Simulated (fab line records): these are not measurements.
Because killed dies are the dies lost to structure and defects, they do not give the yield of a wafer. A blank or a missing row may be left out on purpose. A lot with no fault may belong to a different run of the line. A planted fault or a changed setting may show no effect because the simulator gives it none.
A single fault, viewed from 2 desks | flow sky130 | every desk sees just its own numbers, and what lay behind them comes last

DESK OF THE TOOL OWNER: hdpcvd-02
The tool's own readings at SKY_LI_CONTACT_HDPCVD_00 (deposits PSG, target thk 930 nm, time 155 s): means of the sampled wafers that have a number, for each lot that ran on this tool. Marked OUT: a lot whose mean sits more than 4 standard deviations from the usual mean, which makes it out of limits; the brackets give that distance.
Columns: A = run-length-s at SKY_LI_CONTACT_HDPCVD_00, usual 182.8 s
lot  | first seen here | A
L854 | day 28 21:44    | 183.4
L858 | day 30 10:59    | 183.2
L861 | day 31 06:14    | 183.2
L862 | day 31 17:46    | 183.3
L864 | day 32 05:14    | 182.6
L866 | day 32 21:01    | 173.7 (-19) OUT
L869 | day 33 18:40    | 173.6 (-19) OUT
L876 | day 36 02:04    | 183.2
Finding of this desk: L866, L869 out of limits; the first was L866 at day 32 21:01, on run-length-s at SKY_LI_CONTACT_HDPCVD_00. L854, L858, L861, L862, L864, L876: within limits.

METROLOGY DESK
What the gauges read for every lot (on any tool): the sampled wafers with a number, averaged. Marked OUT: a lot whose mean sits more than 4 standard deviations from the usual mean, which makes it out of limits; the brackets give that distance.
Columns: A = LI_CONTACT_HDPCVD_THK at SKY_LI_CONTACT_THK_MEAS_01, usual 924 nm
lot  | first seen here | A
L853 | day 28 14:36    | 923
L854 | day 28 21:50    | 917
L858 | day 30 11:06    | 931
L860 | day 30 18:51    | 933
L861 | day 31 06:20    | 927
L862 | day 31 17:52    | 908
L863 | day 32 01:29    | 921
L864 | day 32 05:20    | 917
L866 | day 32 21:08    | 867 (-5.8) OUT
L865 | day 33 00:14    | 919
L869 | day 33 18:47    | 865 (-6.1) OUT
L874 | day 35 11:23    | 927
L873 | day 35 15:44    | 927
L876 | day 36 02:11    | 915
This desk's result: L866, L869 out of limits, first on L866 (LI_CONTACT_HDPCVD_THK at SKY_LI_CONTACT_THK_MEAS_01), day 32 21:08. L853, L854, L858, L860, L861, L862, L863, L864, L865, L874, L873, L876: within limits.

PUT TOGETHER
On L866, L869, at day 32 21:01, an alarm was possible from the tool owner's desk.
At day 32 21:08 the metrology desk could have sounded an alarm, on L866, L869.
All the named lots went through SKY_LI_CONTACT_HDPCVD_00 on hdpcvd-02.

WHAT THE SIMULATOR PUT IN
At SKY_LI_CONTACT_HDPCVD_00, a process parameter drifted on hdpcvd-02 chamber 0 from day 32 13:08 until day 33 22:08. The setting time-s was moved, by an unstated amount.
Struck lots among those shown: L866, L869.
Fault start to first reading out of limits, in hours, per desk: tool owner, 8; metrology, 8.
